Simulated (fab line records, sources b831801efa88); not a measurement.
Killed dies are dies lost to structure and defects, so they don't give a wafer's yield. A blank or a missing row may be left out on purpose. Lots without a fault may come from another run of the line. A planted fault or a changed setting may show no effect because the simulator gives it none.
Which tool did it? | flow sky130 | 12 lots, 36 wafers sampled, at 4 steps of a route of 708

WHAT THE GAUGES READ, wafer by wafer
SKY_NWELL_OVL_MEAS_23. Usual: NWELL_01_OVL 0.5 nm, standard deviation 1.5.
lot  | measured     | on         | NWELL_01_OVL (nm) | flag
L642 | day 6 04:25  | overlay-01 | 3.4 2.4 2.8       |
L643 | day 6 11:32  | overlay-02 | 2.3 2.9 3.3       |
L644 | day 6 15:25  | overlay-02 | 0.5 -1.3 -0.8     |
L645 | day 6 22:52  | overlay-01 | 0.0 0.6 -0.2      |
L647 | day 7 07:19  | overlay-01 | 2.5 1.6 2.9       |
L649 | day 8 02:44  | overlay-02 | -0.1 -0.7 0.8     |
L650 | day 8 08:37  | overlay-01 | 0.4 0.6 1.0       |
L651 | day 8 14:49  | overlay-01 | 1.9 1.6 1.5       |
L653 | day 8 23:22  | overlay-02 | -1.6 -0.7 -0.5    |
L657 | day 9 23:59  | overlay-02 | -1.0 0.6 -0.7     |
L658 | day 10 03:07 | overlay-01 | -0.2 2.4 0.6      |
L660 | day 10 13:07 | overlay-01 | 1.1 0.7 3.0       |

SKY_NWELL_TW_MEAS_26. Usual: NWELL_2_TW 493, standard deviation 4.1.
lot  | measured     | on            | NWELL_2_TW  | flag
L642 | day 6 04:43  | film_metro-03 | 496 498 496 |
L643 | day 6 11:50  | film_metro-01 | 494 493 493 |
L644 | day 6 15:43  | film_metro-03 | 497 497 499 |
L645 | day 6 23:09  | film_metro-03 | 499 499 497 |
L647 | day 7 07:37  | film_metro-02 | 485 489 486 |
L649 | day 8 03:02  | film_metro-01 | 499 497 498 |
L650 | day 8 08:53  | film_metro-01 | 496 496 497 |
L651 | day 8 15:07  | film_metro-02 | 487 492 489 |
L653 | day 8 23:40  | film_metro-01 | 498 496 496 |
L657 | day 10 00:17 | film_metro-02 | 487 490 490 |
L658 | day 10 03:25 | film_metro-01 | 493 489 488 |
L660 | day 10 13:25 | film_metro-03 | 500 497 499 |

WHICH TOOL RAN EACH LOT (tool, then ch and the chambers of the sampled wafers, then the start)
lot  | SKY_NWELL_COAT_18                 | SKY_NWELL_STRIP_25
L642 | litho_track-03 ch 0, day 5 19:34  | plasma_asher-04 ch 0,1, day 6 04:37
L643 | litho_track-04 ch 0, day 6 02:40  | plasma_asher-03 ch 0,1, day 6 11:44
L644 | litho_track-02 ch 0, day 6 05:52  | plasma_asher-02 ch 0,1, day 6 15:37
L645 | litho_track-03 ch 0, day 6 13:41  | plasma_asher-04 ch 0,1, day 6 23:02
L647 | litho_track-03 ch 0, day 6 21:31  | plasma_asher-02 ch 0,1, day 7 07:31
L649 | litho_track-03 ch 0, day 7 16:04  | plasma_asher-02 ch 0,1, day 8 02:56
L650 | litho_track-04 ch 0, day 7 21:34  | plasma_asher-04 ch 0,1, day 8 08:47
L651 | litho_track-03 ch 0, day 8 03:44  | plasma_asher-03 ch 0,1, day 8 15:01
L653 | litho_track-03 ch 0, day 8 12:49  | plasma_asher-02 ch 0,1, day 8 23:34
L657 | litho_track-04 ch 0, day 9 13:04  | plasma_asher-04 ch 0,1, day 10 00:11
L658 | litho_track-04 ch 0, day 9 15:52  | plasma_asher-03 ch 0,1, day 10 03:19
L660 | litho_track-02 ch 0, day 10 02:28 | plasma_asher-03 ch 0,1, day 10 13:19
- SKY_NWELL_COAT_18: resist thk 3000 nm.
- SKY_NWELL_STRIP_25: strips in O2/N2.

WHAT THE TOOLS THEMSELVES READ (means of the sampled wafers that have a number; where no wafer has one, the mark that the record gives instead)
SKY_NWELL_STRIP_25. Usual: chamber_pressure_mTorr 1500.2 mTorr, standard deviation 1.4; drypump_motor_current_A 5.5 A, standard deviation 0.36; oes_product_au 0.722 a.u., standard deviation 0.0047; strip_time_to_endpoint_s 36.86 s, standard deviation 0.093.
lot  | tool            | chamber_pressure_mTorr (mTorr) | drypump_motor_current_A (A) | oes_product_au (a.u.) | strip_time_to_endpoint_s (s) | flag
L642 | plasma_asher-04 | 1500.2                         | 5.7                         | 0.716                 | 36.90                        |
L643 | plasma_asher-03 | 1499.6                         | 5.4                         | 0.725                 | 36.89                        |
L644 | plasma_asher-02 | 1500.7                         | 5.4                         | 0.718                 | 36.93                        |
L645 | plasma_asher-04 | 1499.9                         | 5.7                         | 0.718                 | 36.86                        |
L647 | plasma_asher-02 | 1499.2                         | 5.5                         | 0.721                 | 36.90                        |
L649 | plasma_asher-02 | 1501.5                         | 5.4                         | 0.722                 | 36.95                        |
L650 | plasma_asher-04 | 1500.6                         | 5.3                         | 0.717                 | 36.89                        |
L651 | plasma_asher-03 | 1498.7                         | 5.6                         | 0.716                 | 12.89                        | OFF
L653 | plasma_asher-02 | 1500.0                         | 5.5                         | 0.717                 | 12.87                        | OFF
L657 | plasma_asher-04 | 1500.9                         | 5.7                         | 0.718                 | 37.00                        |
L658 | plasma_asher-03 | 1500.7                         | 5.3                         | 0.723                 | 36.90                        |
L660 | plasma_asher-03 | 1499.8                         | 5.3                         | 0.720                 | 36.79                        |

THE ANSWER, worked out from the rows above alone
Rule: a lot is off if the mean of its wafers that have a number lies more than 3 standard deviations from the usual mean. A lot without any number at a reading at which 4 lots or more have one is off too. The other lots that the step has rows for count as sound. The gauges are gone through in route order, then the tools' own readings, and for those a lot's mean is taken as printed above. The first step at which some lot is off is used, and at that step the reading that is off furthest; a lot without a number counts as furthest.
Off: L651, L653, at SKY_NWELL_STRIP_25 (strip_time_to_endpoint_s).
A tool fits if, at that step or a process step before it, it ran every lot that is off, and no sound lot after the first of them. One fits: litho_track-03 at SKY_NWELL_COAT_18. Its last sound lot is L649 (day 7 16:04), its first lot that is off L651 (day 8 03:44): a fault that began between those two fits.

WHAT THE SIMULATOR HAD PUT IN
Process parameter drift: litho_track-03, from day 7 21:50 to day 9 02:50, at SKY_NWELL_COAT_18. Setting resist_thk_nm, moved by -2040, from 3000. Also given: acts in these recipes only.
Lots struck among those shown: L651, L653. The rule above found the same.
